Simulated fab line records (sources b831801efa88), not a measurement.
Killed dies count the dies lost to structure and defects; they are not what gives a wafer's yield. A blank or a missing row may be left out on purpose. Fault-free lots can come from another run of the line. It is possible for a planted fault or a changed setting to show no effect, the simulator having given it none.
Chamber matching / flow gf180mcu / GF_V5_CMP_04 on cmp-01: 4 sister chambers
The step polishes SiO2. 4 wafers are shown with their chamber, then 7 later ones without.

## WAFERS WITH THEIR CHAMBER
wafer=L117.1; chamber=0; motor current A (A)=12.6
wafer=L129.3; chamber=1; motor current A (A)=9.2
wafer=L132.1; chamber=3; motor current A (A)=12.8
wafer=L132.2; chamber=2; motor current A (A)=10.4

## WAFERS WHOSE CHAMBER IS MISSING
wafer=L132.5; motor current A (A)=13.0
wafer=L133.3; motor current A (A)=12.1
wafer=L133.5; motor current A (A)=12.6
wafer=L133.6; motor current A (A)=10.7
wafer=L134.2; motor current A (A)=10.7
wafer=L134.3; motor current A (A)=12.2
wafer=L134.4; motor current A (A)=9.4

## THE CHAMBER EACH PASSED THROUGH
wafer=L132.5; from the rows above=can't be placed: 3 or 0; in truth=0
wafer=L133.3; from the rows above=can't be placed: 0 or 3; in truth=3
wafer=L133.5; from the rows above=can't be placed: 0 or 3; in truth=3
wafer=L133.6; from the rows above=2; in truth=2
wafer=L134.2; from the rows above=2; in truth=2
wafer=L134.3; from the rows above=can't be placed: 0 or 3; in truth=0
wafer=L134.4; from the rows above=1; in truth=1
Placed correctly: 3 of 7. From these rows, 4 cannot be placed; in 4 the true chamber is one of the candidates. Wrongly placed: 0.
How it was worked out, from the rows above alone: a wafer's distance from a chamber is the root of the sum, over the readings, of the square of ((its reading less the chamber's mean) divided by the reading's scatter). If the next closest chamber is less than 2 further off than the closest, the wafer can't be placed; otherwise it belongs to the closest. For every chamber, the mean is computed from those of its wafers that are shown. The scatter: with one shown wafer a chamber, the root of the mean of the squares of how far each hidden wafer lies from its nearest shown one.
